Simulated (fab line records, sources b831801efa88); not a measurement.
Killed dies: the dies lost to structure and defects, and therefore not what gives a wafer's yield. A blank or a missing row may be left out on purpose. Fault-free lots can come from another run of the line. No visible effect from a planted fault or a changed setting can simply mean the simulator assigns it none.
Which tool is to blame? / flow sky130 / Sampling: 14 lots, 42 wafers, 2 of 708 route steps

WHAT THE GAUGES SHOWED, per wafer
SKY_GATE_OXIDE_OVL_MEAS_10. Usual: GATE_OXIDE_OVL typically reads -0.2 nm, with standard deviation 0.91.
lot=L605; measured=day 13 23:19; on=overlay-02; GATE_OXIDE_OVL (nm)=-0.6 0.2 0.1; flag=
lot=L607; measured=day 14 08:37; on=overlay-01; GATE_OXIDE_OVL (nm)=-0.3 -1.2 -0.6; flag=
lot=L611; measured=day 15 18:23; on=overlay-02; GATE_OXIDE_OVL (nm)=0.4 0.1 -0.1; flag=
lot=L613; measured=day 16 17:53; on=overlay-02; GATE_OXIDE_OVL (nm)=-0.8 -0.2 -0.3; flag=
lot=L614; measured=day 17 08:00; on=overlay-01; GATE_OXIDE_OVL (nm)=-0.2 -0.9 0.1; flag=
lot=L615; measured=day 18 03:35; on=overlay-01; GATE_OXIDE_OVL (nm)=-0.4 0.1 -0.7; flag=
lot=L619; measured=day 18 23:47; on=overlay-01; GATE_OXIDE_OVL (nm)=1.3 1.6 2.5; flag=
lot=L620; measured=day 19 18:26; on=overlay-02; GATE_OXIDE_OVL (nm)=-0.2 -1.6 -1.0; flag=
lot=L622; measured=day 20 07:26; on=overlay-01; GATE_OXIDE_OVL (nm)=-1.6 -1.4 0.6; flag=
lot=L621; measured=day 20 07:44; on=overlay-02; GATE_OXIDE_OVL (nm)=-0.4 0.7 0.5; flag=
lot=L625; measured=day 20 22:47; on=overlay-01; GATE_OXIDE_OVL (nm)=0.6 0.1 -0.8; flag=
lot=L623; measured=day 20 23:08; on=overlay-02; GATE_OXIDE_OVL (nm)=0.6 0.1 0.7; flag=
lot=L624; measured=day 20 23:26; on=overlay-02; GATE_OXIDE_OVL (nm)=-0.2 -0.1 1.7; flag=
lot=L627; measured=day 21 21:14; on=overlay-02; GATE_OXIDE_OVL (nm)=-0.7 -1.1 -1.6; flag=

SKY_POLY_GATE_CD_MEAS_13: target cd 150 nm. Usual: cd_nm 150.2 nm, standard deviation 1.4.
lot=L605; measured=day 16 12:28; on=cd_sem-01; cd_nm (nm)=152.0 152.0 149.6; flag=
lot=L607; measured=day 16 23:12; on=cd_sem-01; cd_nm (nm)=150.3 151.3 150.2; flag=
lot=L611; measured=day 18 07:17; on=cd_sem-02; cd_nm (nm)=148.4 147.7 148.7; flag=
lot=L613; measured=day 19 20:05; on=cd_sem-02; cd_nm (nm)=150.6 152.4 151.8; flag=
lot=L614; measured=day 20 05:35; on=cd_sem-02; cd_nm (nm)=150.0 148.5 150.3; flag=
lot=L615; measured=day 21 00:24; on=cd_sem-01; cd_nm (nm)=148.6 151.5 150.0; flag=
lot=L619; measured=day 21 23:11; on=cd_sem-02; cd_nm (nm)=150.7 151.0 149.1; flag=
lot=L620; measured=day 22 12:26; on=cd_sem-01; cd_nm (nm)=152.3 150.6 151.4; flag=
lot=L622; measured=day 23 05:20; on=cd_sem-01; cd_nm (nm)=148.6 148.6 149.4; flag=
lot=L621; measured=day 23 05:50; on=cd_sem-02; cd_nm (nm)=150.5 149.6 148.8; flag=
lot=L625; measured=day 23 18:29; on=cd_sem-01; cd_nm (nm)=151.4 152.0 152.7; flag=
lot=L623; measured=day 23 17:59; on=cd_sem-01; cd_nm (nm)=149.5 148.9 148.7; flag=
lot=L624; measured=day 23 17:26; on=cd_sem-01; cd_nm (nm)=149.2 150.4 148.5; flag=
lot=L627; measured=day 24 15:06; on=cd_sem-01; cd_nm (nm)=153.3 152.7 152.5; flag=

TOOL THAT RAN EACH LOT (tool first, then ch and the chambers of the sampled wafers, then the start)
The record holds no process step before these readings.

AS READ BY THE TOOLS THEMSELVES (means over the sampled wafers that have a number; for cases with no such wafer, the mark the record gives instead)
The record holds no such reading with a usual standard deviation.

THE ANSWER, worked out from the rows above alone
Rule: lot off if the mean of its wafers having a number is beyond 3 standard deviations from the usual mean. Also off: a lot with no number at a reading for which 4 or more lots have one. Any other lot the step has rows for is counted as sound. First the gauges in route order, then the tools' own readings, where a lot's mean is used as printed above. The first step at which some lot is off is used, and at that step the reading that is off furthest; a lot without a number counts as furthest.
No lot is off at any reading shown: from this, nothing can be told.

WHAT WAS PUT IN BY THE SIMULATOR
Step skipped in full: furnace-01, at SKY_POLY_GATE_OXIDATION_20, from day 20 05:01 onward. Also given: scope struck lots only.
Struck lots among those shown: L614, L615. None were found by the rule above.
